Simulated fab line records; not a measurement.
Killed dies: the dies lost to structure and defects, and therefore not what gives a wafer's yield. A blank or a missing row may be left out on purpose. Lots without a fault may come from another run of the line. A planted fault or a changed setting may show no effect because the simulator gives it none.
A struck lot beside a sound one + flow sky130 + 16 out of 708 route steps
Sound: these wafers, L227.4, L227.5, L227.6. The struck wafers were L224.2, L224.5, L224.6. The cause comes at the end.
For every step that has rows: the tool of each side, followed by ch and its chambers, followed by its first start. Under that, the readings that differ: sound wafers + struck wafers + difference of the means + sigmas: that difference in standard deviations of wafers without a fault.
alike: same words and numbers on both sides, and readings whose means sit less than 2 such deviations apart. not compared: any withheld reading, any reading some wafer has no value for, any bound like >300 that may hide the same value, and any number with overlapping values for which the record gives no deviation.
A row with sigmas, a row that says differs or no value, or rows on one side alone: a step with any of these is where the two part. When numbers do not overlap yet have no deviation, they are printed without sigmas and do not part them. Lack of a reading on every wafer of one side parts them only where that side has two or more wafers.

first, 8 steps without rows for these wafers: SKY_METAL2_DEHYDRATE_07 (time 60 s); SKY_METAL2_HMDS_08 (prime time 60 s); SKY_METAL2_COAT_09 (resist thk 60 nm); SKY_METAL2_COAT_10 (resist thk 450 nm); SKY_METAL2_SOFTBAKE_11 (time 90 s); SKY_METAL2_EXPOSE_12 (exposes mask MM2, target cd 140 nm); SKY_METAL2_PEB_13; SKY_METAL2_DEVELOP_14 (develop time 60 s).
SKY_METAL2_CD_MEAS_15: target cd 140 nm.
  struck on cd-sem-02, day 37 10:50; sound on cd-sem-02, day 39 00:38
  alike: cd-nm
SKY_METAL2_OVL_MEAS_16:
  struck on overlay-02, day 37 10:57; sound on overlay-02, day 39 00:43
| reading         | sound   | struck  | difference | sigmas |
|-----------------|---------|---------|------------|--------|
| METAL2_OVL (nm) | 12 2 14 | -2 1 -6 | -12        | -2     |
SKY_METAL2_DESCUM_17: chemistry O2, time 8 s.
  sound on rie-metal-03 ch 0,1, day 39 00:44; struck on rie-metal-02 ch 0,1, day 37 10:59
| reading               | sound             | struck            | difference | sigmas |
|-----------------------|-------------------|-------------------|------------|--------|
| oes-product-au (a.u.) | 1.039 1.027 0.993 | 0.966 0.979 0.975 | -0.046     | -3     |
  alike: drypump-motor-current-A
  not compared: rf-hours-counter-h
SKY_METAL2_ETCH_18: etches BARC in N2/H2, stops on SiO2, time 45.9 s, target depth 60 nm.
  sound on rie-metal-03 ch 0,1, day 39 00:47; struck on rie-metal-02 ch 0,1, day 37 11:01
  alike: drypump-motor-current-A, oes-product-au, rf-fwd-power-W, throttle-valve-pct
  not compared: rf-hours-counter-h
SKY_METAL2_METAL_ETCH_19: etches the open film in Cl2/BCl3, stops on SiO2, target depth 360 nm, time 78 s.
  sound on rie-metal-03 ch 0,1, day 39 00:51; struck on rie-metal-02 ch 0,1, day 37 11:04
| reading                                       | sound             | struck            | difference | sigmas |
|-----------------------------------------------|-------------------|-------------------|------------|--------|
| rf-fwd-power-W (W)                            | 897 891 894       | 747 753 750       | -144       | -41    |
| model.KrF-thick_of_METAL2_COAT_10.thk-nm (nm) | 149.1 151.1 169.7 | 201.1 197.6 198.1 | +42.3      |        |
| model.METAL2.cd-nm (nm)                       | 144.3 145 137.5   | 149 147.3 148.6   | +6         |        |
  alike: drypump-motor-current-A, mfc-cl2-sccm, oes-product-au, throttle-valve-pct
  not compared: rf-hours-counter-h
SKY_METAL2_STRIP_20: strips in O2/N2.
  sound on plasma-asher-01 ch 0,1, day 39 00:56; struck on plasma-asher-02 ch 0,1, day 37 11:10
| reading                      | sound             | struck            | difference | sigmas |
|------------------------------|-------------------|-------------------|------------|--------|
| oes-product-au (a.u.)        | 0.337 0.336 0.350 | 0.364 0.365 0.363 | +0.023     | +4     |
| strip-time-to-endpoint-s (s) | 2.59 2.61 2.81    | 3.15 3.13 3.12    | +0.46      | +6     |
  alike: drypump-motor-current-A
  not compared: rf-hours-counter-h
then, 1 step without rows for these wafers: SKY_METAL2_STRIP_21 (strips in post etch residue remover, time 1200 s).
-- the record jumps here: 10 days lie between the struck wafers' starts before and after (it left off in module METAL2 and takes up again in module PAD_OPEN, whose first step shown is number 708 of the route) --
SKY_PAD_OPEN_PROBE_99:
  only the struck wafers here have rows in the record (prober-01, day 47 19:41); the sound ones have none

== WHERE THEY PART ==
At SKY_METAL2_OVL_MEAS_16 first; at SKY_PAD_OPEN_PROBE_99 last (within this record only).

WHY: what had been put in by the simulator
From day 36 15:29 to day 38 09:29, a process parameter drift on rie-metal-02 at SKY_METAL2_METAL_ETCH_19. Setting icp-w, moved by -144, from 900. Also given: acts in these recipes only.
